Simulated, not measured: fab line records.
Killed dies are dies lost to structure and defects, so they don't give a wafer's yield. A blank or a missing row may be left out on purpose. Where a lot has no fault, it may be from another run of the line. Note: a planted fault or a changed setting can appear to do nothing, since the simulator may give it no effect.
Chamber matching -- flow sky130 -- 4 sister chambers for SKY_METAL3_ETCH_17 on rie diel-04
The step etches SiO2 in C4F8/O2/Ar, stops on TiN, time 3.9 s, target depth 15 nm. 8 wafers are shown with their chamber, then 7 later ones without.

WAFERS PAIRED WITH THEIR CHAMBERS
wafer,chamber,oes product au (a.u.)
L074.4,2,0.751
L081.5,3,0.752
L081.6,0,0.754
L088.1,1,0.746
L088.3,3,0.743
L088.6,0,0.759
L087.1,1,0.751
L087.2,2,0.746

WAFERS WITH NO CHAMBER GIVEN
wafer,oes product au (a.u.)
L087.3,0.765
L087.4,0.756
L087.5,0.763
L087.6,0.760
L095.1,0.745
L095.5,0.756
L095.6,0.761

WHICH CHAMBER EACH WENT THROUGH
wafer,from the rows above,in truth
L087.3,can't be placed: 0 or 1 or 2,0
L087.4,can't be placed: 0 or 1 or 2 or 3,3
L087.5,can't be placed: 0 or 1 or 2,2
L087.6,can't be placed: 0 or 1 or 2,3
L095.1,can't be placed: 3 or 1 or 2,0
L095.5,can't be placed: 0 or 1 or 2 or 3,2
L095.6,can't be placed: 0 or 1 or 2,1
Correct placement for 0 of the 7. Not placeable from these rows: 7 (in 5, the candidates include the true chamber). Placed wrongly: 0.
How it was worked out, from the rows above alone: a wafer's distance from a chamber is the root of the sum, over the readings, of the square of ((its reading less the chamber's mean) divided by the reading's scatter). The wafer belongs to the nearest chamber; if the next one is less than 2 further off, it can't be placed. For every chamber, the mean is computed from those of its wafers that are shown. How the scatter is found: for the shown wafers, subtract from each reading the mean of its chamber, square and add these, divide the total by (wafers less chambers), then take the root.
